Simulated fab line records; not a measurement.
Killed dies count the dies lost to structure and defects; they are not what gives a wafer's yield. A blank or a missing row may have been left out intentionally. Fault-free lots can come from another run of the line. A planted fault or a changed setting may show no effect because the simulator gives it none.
fab line records	flow sky130
record: lots: 10	wafers: 30	last-day: 50
route steps=708 shown FIELD_ISO@24 PWDE@54 NWELL@60 PAD_OPEN@708
lots that met no fault: from a run of the same line without faults
start-h: start of the lot's first displayed wafer, in hours after the record's first day	wait-h: hours elapsed since this lot's preceding step	" same as the row above	L1.1+2: a single row standing in for several wafers	- no value present, or no start provided	* or withheld: withheld	< > ~ a bound
route shown NAME@n: names a module that has steps shown in the file, with the first one's number in the route	usual: the fault-free wafers' mean and standard deviation	same: alike in all rows	chamber/n: place in a boat	sites: readings site by site	_std_site: the values' standard deviation	_edge_site: the outer-site mean with the inner-site mean subtracted	radius-mm: how far each site lies from the wafer's centre	mask NAME#n: copy n	behind: tool/chamber where the wafer was last shaped	hold: what put the lot on hold/how long, in hours/how the hold closed	device: whichever transistor did not switch (one of n, p or np)	end of line: tests run on the same wafers once the route is complete	where a step has no rows: the recipe by itself	killed: not the wafer's yield, but the dies lost to structure and defects at the first sort	map: the dies of a wafer, with x for killed, . for not killed, _ for no die there
set.NAME: the setting as run; set.NAME@STEP: as run at that earlier step	model.NAME: the simulator's own value behind a step, which no gauge read
route steps across a sampled set of lots; one table per step, one row per wafer
services: a tool's chamber out of use, with start hour (start-h, from the record's first day; less than 0 if before it), hours out, and reason
== steps ==
step: SKY_FIELD_ISO_THK_MEAS_23
recipe: reads: SiO2_of_FIELD_ISO_OXIDATION_22
usual: FIELD_ISO_OXIDATION_01_THK: 9.91/0.22
lot.wafer	tool	chamber	start-h	wait-h	FIELD_ISO_OXIDATION_01_THK[nm]
L936.2	film-metro-02	-	30.25	0.0	9.82
L936.4	"	-	"	"	9.84
L936.5	"	-	"	"	9.79
L937.1	film-metro-02	-	37.31	0.0	9.91
L937.3	"	-	"	"	9.76
L937.6	"	-	"	"	9.83
L938.1	film-metro-02	-	42.35	0.0	9.89
L938.3	"	-	"	"	9.88
L938.6	"	-	"	"	9.96
L940.4	film-metro-02	-	52.41	0.0	10.02
L940.5	"	-	"	"	10.12
L940.6	"	-	"	"	10.05
L945.2	film-metro-04	-	78.11	0.0	10.14
L945.4	"	-	"	"	10.28
L945.5	"	-	"	"	10.12
L946.1	film-metro-03	-	83.97	0.0	10.12
L946.2	"	-	"	"	10.22
L946.5	"	-	"	"	10.16
L951.2	film-metro-03	-	110.45	0.0	9.82
L951.3	"	-	"	"	9.50
L951.4	"	-	"	"	9.74
L953.3	film-metro-03	-	121.41	0.0	9.73
L953.5	"	-	"	"	9.75
L953.6	"	-	"	"	9.81
L958.2	film-metro-02	-	144.83	0.0	9.98
L958.3	"	-	"	"	9.99
L958.6	"	-	"	"	9.84
L959.2	film-metro-03	-	152.15	0.0	9.55
L959.3	"	-	"	"	9.67
L959.5	"	-	"	"	9.86
step: SKY_FIELD_ISO_CMP_27
recipe: stop-on: Si3N4	t-overpolish-s: 16	down-force-psi: 4	platen-rpm: 60	target-thk-nm: 457.8	pad-velocity-m-s: 0.94248
usual: motor-current-A: 12.3/1.2	overpolish-run-s: 16.000/0.0089	slurry-filter-dp-kPa: 13.51/0.14	slurry-flow-ml-min: 150.0/0.52	time-to-endpoint-s: 111/4.1
lot.wafer	tool	chamber	start-h	wait-h	motor-current-A	overpolish-run-s	slurry-filter-dp-kPa	slurry-flow-ml-min	time-to-endpoint-s
L936.2	cmp-02	1	33.08	0.0	10.7	16.011	13.37	149.7	115
L936.4	"	2	"	"	12.3	15.994	13.34	149.6	114
L936.5	"	1	"	"	10.8	15.996	13.64	150.0	114
L937.1	cmp-01	3	40.20	0.1	14.4	15.997	13.32	150.2	108
L937.3	"	0	"	"	11.1	16.011	13.59	151.2	113
L937.6	"	3	"	"	14.6	15.994	13.51	150.5	111
L938.3	cmp-01	3	45.37	0.0	14.4	15.982	13.40	151.3	106
L938.1	"	0	"	"	11.8	15.978	13.45	150.2	110
L938.6	"	0	"	"	10.9	16.003	13.19	149.8	111
L940.4	cmp-01	3	54.12	0.1	14.0	16.005	13.59	150.4	105
L940.6	"	2	"	"	10.8	16.001	13.71	149.8	113
L940.5	"	3	"	"	14.5	16.003	13.61	150.6	110
L945.4	cmp-02	0	80.90	0.1	13.9	16.019	13.76	150.1	112
L945.2	"	2	"	"	12.5	16.005	13.55	150.3	109
L945.5	"	3	"	"	12.3	16.011	13.63	149.6	111
L946.1	cmp-01	0	85.72	0.1	11.0	15.978	13.46	150.6	116
L946.2	"	1	"	"	12.1	16.016	13.70	150.2	119
L946.5	"	0	"	"	11.7	16.001	13.63	150.4	118
L951.2	cmp-01	2	114.80	0.0	11.0	15.990	13.45	149.5	107
L951.4	"	0	"	"	11.4	16.005	13.55	150.1	110
L951.3	"	1	"	"	12.7	16.010	13.68	149.8	109
L953.3	cmp-01	1	124.45	0.1	12.2	15.993	13.38	150.4	113
L953.5	"	0	"	"	11.6	15.992	13.43	150.3	118
L953.6	"	1	"	"	12.5	15.990	13.37	150.7	115
L958.3	cmp-02	1	146.52	0.0	11.6	16.011	13.58	150.1	112
L958.2	"	3	"	"	12.1	15.990	13.47	149.5	110
L958.6	"	1	"	"	11.4	16.019	13.45	150.5	106
L959.2	cmp-01	0	153.93	0.1	11.1	15.995	13.50	149.4	111
L959.3	"	1	"	"	11.9	15.999	13.80	150.1	117
L959.5	"	2	"	"	11.2	15.984	13.27	150.0	116
step: SKY_PWDE_STRIP_09
recipe: chemistry: O2/N2	power-w: 1400	pressure-mtorr: 1500	platen-temp-c: withheld	o2-flow-sccm: 3000	n2-flow-sccm: 300	overash-fraction: 0.5
usual: drypump-motor-current-A: 5.9/0.46	oes-product-au: 0.722/0.0045	strip-time-to-endpoint-s: 36.93/0.092
lot.wafer	tool	chamber	start-h	wait-h	drypump-motor-current-A	oes-product-au	rf-hours-counter-h	strip-time-to-endpoint-s
L936.2	plasma-asher-04	0	66.10	0.1	6.3	0.718	25	36.99
L936.4	"	0	"	"	6.3	0.727	-	36.93
L936.5	"	0	"	"	6.2	0.725	-	36.99
L937.1	plasma-asher-01	0	77.02	0.1	5.7	0.717	39	36.91
L937.3	"	1	"	"	6.5	0.717	-	36.95
L937.6	"	1	"	"	6.6	0.724	-	37.01
L938.1	plasma-asher-01	0	81.42	0.1	5.7	0.726	40	36.92
L938.3	"	1	"	"	6.5	0.713	-	36.98
L938.6	"	0	"	"	5.7	0.726	-	36.86
L940.4	plasma-asher-03	1	89.26	0.1	6.0	0.731	-	36.93
L940.5	"	1	"	"	6.0	0.719	-	36.98
L940.6	"	0	"	"	6.0	0.722	-	37.03
L945.2	plasma-asher-01	0	118.38	0.1	5.7	0.712	0	36.88
L945.4	"	0	"	"	5.7	0.728	-	36.98
L945.5	"	1	"	"	6.5	0.729	-	36.93
L946.1	plasma-asher-04	1	124.52	0.1	5.2	0.722	30	36.89
L946.2	"	0	"	"	6.3	0.720	30	37.00
L946.5	"	0	"	"	6.3	0.721	-	37.06
L951.2	plasma-asher-04	1	155.58	0.1	5.2	0.723	34	36.97
L951.3	"	0	"	"	6.3	0.723	-	37.07
L951.4	"	1	"	"	5.2	0.730	-	36.99
L953.3	plasma-asher-04	1	168.31	0.1	5.2	0.718	-	36.97
L953.5	"	1	"	"	5.2	0.723	-	36.98
L953.6	"	0	"	"	6.3	0.724	-	36.97
L958.2	plasma-asher-01	1	190.53	0.1	6.5	0.722	8	36.85
L958.3	"	1	"	"	6.5	0.721	-	36.85
L958.6	"	0	"	"	5.7	0.721	-	36.95
L959.2	plasma-asher-03	1	198.32	0.1	6.0	0.722	53	37.01
L959.3	"	0	"	"	6.0	0.721	-	37.10
L959.5	"	1	"	"	6.0	0.731	-	37.07
step: SKY_NWELL_EXPOSE_07
recipe: mask-id: NWM	na: 0.6	source-shape: conventional	sigma-outer: 0.6	polarization: unpolarized	target-cd-nm: 840	dose-mj: 255
usual: stage-vel-mm-s: 499.97/0.26
same: na: 0.6	sigma-outer: 0.6
lot.wafer	tool	chamber	start-h	wait-h	mask	stage-vel-mm-s
L936.2	iline-stepper-01	0	74.80	-	NWM#0	499.77
L936.4	"	0	"	"	NWM#0	500.02
L936.5	"	0	"	"	NWM#0	499.70
L937.1	iline-stepper-01	0	85.09	-	NWM#0	499.84
L937.3	"	0	"	"	NWM#0	499.97
L937.6	"	0	"	"	NWM#0	499.94
L938.1	iline-stepper-01	0	89.50	-	NWM#0	500.18
L938.3	"	0	"	"	NWM#0	499.97
L938.6	"	0	"	"	NWM#0	499.82
L940.4	iline-stepper-02	0	97.37	-	NWM#0	499.66
L940.5	"	0	"	"	NWM#0	499.77
L940.6	"	0	"	"	NWM#0	500.09
L945.2	iline-stepper-02	0	127.54	-	NWM#0	499.96
L945.4	"	0	"	"	NWM#0	500.06
L945.5	"	0	"	"	NWM#0	499.75
L946.1	iline-stepper-01	0	133.94	-	NWM#0	499.61
L946.2	"	0	"	"	NWM#0	499.56
L946.5	"	0	"	"	NWM#0	499.38
L951.2	iline-stepper-02	0	165.09	-	NWM_COMPLEMENT#0	500.07
L951.3	"	0	"	"	NWM_COMPLEMENT#0	500.08
L951.4	"	0	"	"	NWM_COMPLEMENT#0	500.39
L953.3	iline-stepper-01	0	178.45	-	NWM#0	500.10
L953.5	"	0	"	"	NWM#0	500.02
L953.6	"	0	"	"	NWM#0	499.91
L958.2	iline-stepper-02	0	201.63	-	NWM#0	499.80
L958.3	"	0	"	"	NWM#0	499.64
L958.6	"	0	"	"	NWM#0	499.62
L959.2	iline-stepper-02	0	208.91	-	NWM#0	499.98
L959.3	"	0	"	"	NWM#0	500.01
L959.5	"	0	"	"	NWM#0	500.15
step: SKY_NWELL_OVL_MEAS_10
usual: NWELL_00_OVL: 0.6/1.7
lot.wafer	tool	chamber	start-h	wait-h	NWELL_00_OVL[nm]
L936.2	overlay-01	-	82.86	-	0.6
L936.4	"	-	"	"	0.1
L936.5	"	-	"	"	-0.9
L937.1	overlay-01	-	93.49	-	0.2
L937.3	"	-	"	"	0.7
L937.6	"	-	"	"	1.0
L938.1	overlay-02	-	97.54	-	-1.6
L938.3	"	-	"	"	1.1
L938.6	"	-	"	"	2.0
L940.4	overlay-02	-	105.46	-	0.3
L940.5	"	-	"	"	-1.3
L940.6	"	-	"	"	1.1
L945.2	overlay-02	-	136.20	-	-1.2
L945.4	"	-	"	"	0.2
L945.5	"	-	"	"	-0.3
L946.1	overlay-02	-	142.44	-	0.6
L946.2	"	-	"	"	1.7
L946.5	"	-	"	"	0.6
L951.2	overlay-02	-	175.70	-	-
L951.3	"	-	"	"	-
L951.4	"	-	"	"	-
L953.3	overlay-01	-	188.66	-	1.8
L953.5	"	-	"	"	2.2
L953.6	"	-	"	"	1.0
L958.2	overlay-02	-	212.10	-	0.9
L958.3	"	-	"	"	-1.0
L958.6	"	-	"	"	-0.8
L959.2	overlay-02	-	219.76	-	-1.3
L959.3	"	-	"	"	-0.2
L959.5	"	-	"	"	-2.2
step: SKY_NWELL_TW_MEAS_15
usual: NWELL_TW: 1827/7
lot.wafer	tool	chamber	start-h	wait-h	NWELL_TW
L936.2	film-metro-02	-	83.45	0.1	1831
L936.4	"	-	"	"	1823
L936.5	"	-	"	"	1829
L937.1	film-metro-01	-	94.07	0.1	1817
L937.3	"	-	"	"	1830
L937.6	"	-	"	"	1813
L938.1	film-metro-01	-	98.12	0.1	1812
L938.3	"	-	"	"	1819
L938.6	"	-	"	"	1819
L940.4	film-metro-02	-	106.05	0.1	1824
L940.5	"	-	"	"	1808
L940.6	"	-	"	"	1826
L945.2	film-metro-03	-	136.79	0.1	1823
L945.4	"	-	"	"	1822
L945.5	"	-	"	"	1831
L946.1	film-metro-02	-	143.02	0.1	1831
L946.2	"	-	"	"	1828
L946.5	"	-	"	"	1826
L951.2	film-metro-02	-	176.29	0.1	30
L951.3	"	-	"	"	30
L951.4	"	-	"	"	30
L953.3	film-metro-01	-	189.25	0.1	1825
L953.5	"	-	"	"	1828
L953.6	"	-	"	"	1837
L958.2	film-metro-03	-	212.69	0.1	1822
L958.3	"	-	"	"	1835
L958.6	"	-	"	"	1827
L959.2	film-metro-03	-	220.35	0.1	1814
L959.3	"	-	"	"	1819
L959.5	"	-	"	"	1818
step: SKY_NWELL_TW_MEAS_26
usual: NWELL_2_TW: 498.5/2.3
lot.wafer	tool	chamber	start-h	wait-h	NWELL_2_TW
L936.2	film-metro-02	-	100.90	0.1	501.1
L936.4	"	-	"	"	498.1
L936.5	"	-	"	"	499.6
L937.1	film-metro-01	-	111.22	0.1	498.3
L937.3	"	-	"	"	497.0
L937.6	"	-	"	"	498.3
L938.1	film-metro-02	-	115.83	0.1	501.2
L938.3	"	-	"	"	497.1
L938.6	"	-	"	"	499.8
L940.4	film-metro-02	-	124.41	0.1	499.7
L940.5	"	-	"	"	503.6
L940.6	"	-	"	"	500.5
L945.2	film-metro-03	-	156.28	0.1	496.4
L945.4	"	-	"	"	497.7
L945.5	"	-	"	"	494.7
L946.1	film-metro-03	-	162.73	0.1	496.4
L946.2	"	-	"	"	497.6
L946.5	"	-	"	"	498.7
L951.2	film-metro-01	-	197.78	0.1	1836.4
L951.3	"	-	"	"	1831.9
L951.4	"	-	"	"	1819.4
L953.3	film-metro-03	-	211.01	0.1	500.2
L953.5	"	-	"	"	499.4
L953.6	"	-	"	"	499.1
L958.2	film-metro-01	-	234.10	0.1	498.4
L958.3	"	-	"	"	498.9
L958.6	"	-	"	"	501.5
L959.2	film-metro-03	-	243.13	0.1	497.9
L959.3	"	-	"	"	498.0
L959.5	"	-	"	"	499.7
step: SKY_PAD_OPEN_PROBE_99
usual: killed_at_M0_to_M3: 44/6.4	killed_at_M4_up: 3.4/2.1	killed-at-contacts: 23/5	killed-at-front-end: 15/4.5	killed-at-other: 0.3/0.54	killed-dies: 86/9.5	killed-on-rim: 17/3.9	killed-open: 48/6.9	killed-short: 38/5.9
same: gross-dies: 492	killed-at-back-side: 0
lot.wafer	tool	chamber	start-h	wait-h	killed_at_M0_to_M3	killed_at_M4_up	killed-at-contacts	killed-at-front-end	killed-at-other	killed-dies	killed-on-rim	killed-open	killed-short
L936.2	prober-01	-	1069.06	0.1	48	1	21	22	0	92	21	54	38
L936.4	prober-01	-	1069.16	0.2	48	6	24	16	0	94	22	53	39
L936.5	prober-01	-	1069.21	0.2	44	2	20	17	0	83	14	48	35
L937.1	prober-02	-	1078.48	0.1	39	1	17	23	0	80	26	40	40
L937.3	prober-02	-	1078.58	0.2	49	5	29	14	0	97	21	54	43
L937.6	prober-02	-	1078.73	0.2	43	9	25	9	1	87	14	45	42
L951.2	prober-01	-	1162.75	0.1	40	5	27	420	0	492	96	53	35
L951.3	prober-01	-	1162.80	0.2	48	0	28	416	0	492	96	50	43
L951.4	prober-01	-	1162.85	0.2	49	5	22	416	0	492	96	52	40
L958.2	prober-01	-	1190.10	0.1	40	4	20	23	0	87	20	53	34
L958.3	prober-01	-	1190.15	0.2	47	1	20	16	1	85	16	52	33
L958.6	prober-01	-	1190.30	0.2	37	2	21	10	0	70	9	31	38
L959.2	prober-02	-	1196.46	0.1	52	3	16	14	0	85	16	50	35
L959.3	prober-02	-	1196.51	0.2	42	3	26	13	0	84	22	50	33
L959.5	prober-02	-	1196.61	0.2	35	5	22	19	0	81	19	42	39
killed by level:class
L936.2 VIA1:geometric-particle:open=10 FIELD_ISO:geometric-particle:short=8 FIELD_ISO:geometric-particle:open=8 LI_CONTACT:geometric-particle:open=8 LOCAL_INTERCONNECT:geometric-particle:short=7 VIA2:geometric-particle:open=7 VIA3:geometric-particle:open=7 VIA3:geometric-particle:short=6
L936.4 VIA2:geometric-particle:open=12 CONTACT:geometric-particle:open=9 METAL1:geometric-particle:short=6 VIA1:geometric-particle:open=6 VIA3:geometric-particle:open=6 LI_CONTACT:geometric-particle:open=5 LOCAL_INTERCONNECT:geometric-particle:short=5 POLY_GATE:geometric-particle:open=4
L936.5 CONTACT:geometric-particle:open=10 VIA1:geometric-particle:open=7 METAL1:geometric-particle:short=6 VIA2:geometric-particle:open=6 LI_CONTACT:geometric-particle:open=5 VIA1:geometric-particle:short=5 VIA3:geometric-particle:open=5 POLY_GATE:geometric-particle:short=4
L937.1 VIA1:geometric-particle:open=8 VIA3:geometric-particle:short=7 POLY_GATE:geometric-particle:open=6 LI_CONTACT:geometric-particle:open=6 CONTACT:geometric-particle:open=6 VIA3:geometric-particle:open=6 METAL2:geometric-particle:short=5 FIELD_ISO:geometric-particle:short=4
L937.3 CONTACT:geometric-particle:open=10 VIA1:geometric-particle:open=9 VIA2:geometric-particle:open=8 LI_CONTACT:geometric-particle:open=6 CONTACT:geometric-particle:short=6 VIA1:geometric-particle:short=6 METAL2:geometric-particle:short=6 POLY_GATE:geometric-particle:open=5
L937.6 VIA1:geometric-particle:open=13 METAL4:geometric-particle:short=9 VIA3:geometric-particle:open=8 LI_CONTACT:geometric-particle:open=6 CONTACT:geometric-particle:open=6 POLY_GATE:geometric-particle:short=5 LI_CONTACT:geometric-particle:short=5 VIA3:geometric-particle:short=5
L951.2 NWELL:area-expose=404 VIA3:geometric-particle:open=14 LI_CONTACT:geometric-particle:open=9 CONTACT:geometric-particle:open=7 POLY_GATE:geometric-particle:open=6 VIA1:geometric-particle:open=5 METAL3:geometric-particle:short=5 LOCAL_INTERCONNECT:geometric-particle:short=4
L951.3 NWELL:area-expose=397 VIA1:geometric-particle:open=11 CONTACT:geometric-particle:open=8 LOCAL_INTERCONNECT:geometric-particle:short=7 CONTACT:geometric-particle:short=6 VIA3:geometric-particle:open=6 VIA2:geometric-particle:open=6 METAL2:geometric-particle:short=6
L951.4 NWELL:area-expose=400 CONTACT:geometric-particle:open=10 VIA1:geometric-particle:open=10 VIA2:geometric-particle:open=8 FIELD_ISO:geometric-particle:open=5 METAL1:geometric-particle:open=5 VIA1:geometric-particle:short=5 LI_CONTACT:geometric-particle:short=4
L958.2 VIA1:geometric-particle:open=11 CONTACT:geometric-particle:open=8 VIA3:geometric-particle:open=8 FIELD_ISO:geometric-particle:open=5 POLY_GATE:geometric-particle:open=5 POLY_GATE:geometric-particle:short=5 LI_CONTACT:geometric-particle:open=5 CONTACT:geometric-particle:short=5
L958.3 VIA1:geometric-particle:open=13 CONTACT:geometric-particle:open=10 VIA1:geometric-particle:short=7 VIA2:geometric-particle:open=7 FIELD_ISO:geometric-particle:open=6 METAL1:geometric-particle:short=5 METAL2:geometric-particle:short=5 LI_CONTACT:geometric-particle:open=4
L958.6 METAL2:geometric-particle:short=10 CONTACT:geometric-particle:open=8 VIA1:geometric-particle:open=7 LOCAL_INTERCONNECT:geometric-particle:short=5 METAL1:geometric-particle:short=5 FIELD_ISO:geometric-particle:open=3 LI_CONTACT:geometric-particle:open=3 VIA1:geometric-particle:short=3
L959.2 VIA1:geometric-particle:open=16 LI_CONTACT:geometric-particle:open=8 POLY_GATE:geometric-particle:open=6 CONTACT:geometric-particle:open=6 METAL1:geometric-particle:short=6 METAL3:geometric-particle:short=6 METAL2:geometric-particle:short=5 VIA1:geometric-particle:short=4
L959.3 VIA1:geometric-particle:open=13 CONTACT:geometric-particle:open=11 VIA2:geometric-particle:open=7 LI_CONTACT:geometric-particle:open=6 FIELD_ISO:geometric-particle:open=5 POLY_GATE:geometric-particle:open=4 LOCAL_INTERCONNECT:geometric-particle:short=4 METAL1:geometric-particle:short=4
L959.5 VIA1:geometric-particle:open=9 CONTACT:geometric-particle:open=8 LI_CONTACT:geometric-particle:open=6 FIELD_ISO:geometric-particle:open=5 POLY_GATE:geometric-particle:open=5 VIA1:geometric-particle:short=5 METAL2:geometric-particle:short=5 METAL1:geometric-particle:short=4
== services ==
tool	chamber	start-h	hours	kind
iline-stepper-01	0	35.29	-	calibration
iline-stepper-02	0	38.53	-	calibration
plasma-asher-04	-	49.80	4.0	pm
cmp-02	-	52.53	0.4	repair
cmp-02	-	58.94	5.8	pm
iline-stepper-01	-	61.22	10.8	repair
cmp-02	-	64.76	4.0	pm
cmp-02	-	68.40	0.9	repair
cmp-02	-	68.76	-	consumable-replace:conditioner
cmp-02	-	68.76	-	consumable-replace:pad
iline-stepper-02	-	83.44	1.7	pm
plasma-asher-01	-	108.75	9.0	pm
plasma-asher-01	0	108.75	9.0	vent-cycle
plasma-asher-01	1	108.75	9.0	vent-cycle
cmp-02	-	113.76	0.4	repair
plasma-asher-01	0	117.75	-	clean
plasma-asher-01	1	117.75	-	clean
iline-stepper-01	-	161.86	1.7	pm
iline-stepper-02	-	167.94	8.9	pm
cmp-02	-	170.87	12.1	pm
plasma-asher-03	-	186.75	3.2	repair
cmp-02	-	190.67	5.6	pm
cmp-02	-	199.58	3.8	repair
== key ==
first-sign: step: SKY_NWELL_EXPOSE_07	reading: mask	direction: changed
effect: step: SKY_NWELL_OVL_MEAS_10	reading: NWELL_00_OVL	direction: missing
effect: step: SKY_NWELL_TW_MEAS_15	reading: NWELL_TW	direction: down	sigmas: 99+	usual: 1827	struck: 30
effect: step: SKY_NWELL_TW_MEAS_26	reading: NWELL_2_TW	direction: up	sigmas: 99+	usual: 498.5	struck: 1829.2
effect: step: SKY_PAD_OPEN_PROBE_99	reading: killed-at-front-end	direction: up	sigmas: 89	usual: 15	struck: 417
more-kills-born-at: SKY_NWELL_EXPOSE_07@iline-stepper-02: 1201
met-at SKY_NWELL_EXPOSE_07
struck-lots L951
tester-left-out L951
not-acting-at SKY_FIELD_ISO_THK_MEAS_23,SKY_FIELD_ISO_CMP_27,SKY_PWDE_STRIP_09
onset-between 127.54 165.09
fault: kind: wrong-mask	tool: any	chamber: -	onset-h: 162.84	steps: SKY_NWELL_EXPOSE_07	aux-copy: NWM_COMPLEMENT#0	scope: struck-lots-only
tester-left-out: of these lots the tester's yield and bins aren't shown, on N5 and GAA mostly nor the transistor test; their killed dies are dies lost to structure and defects alone, not to doping, threshold or leakage, so they don't give the yield
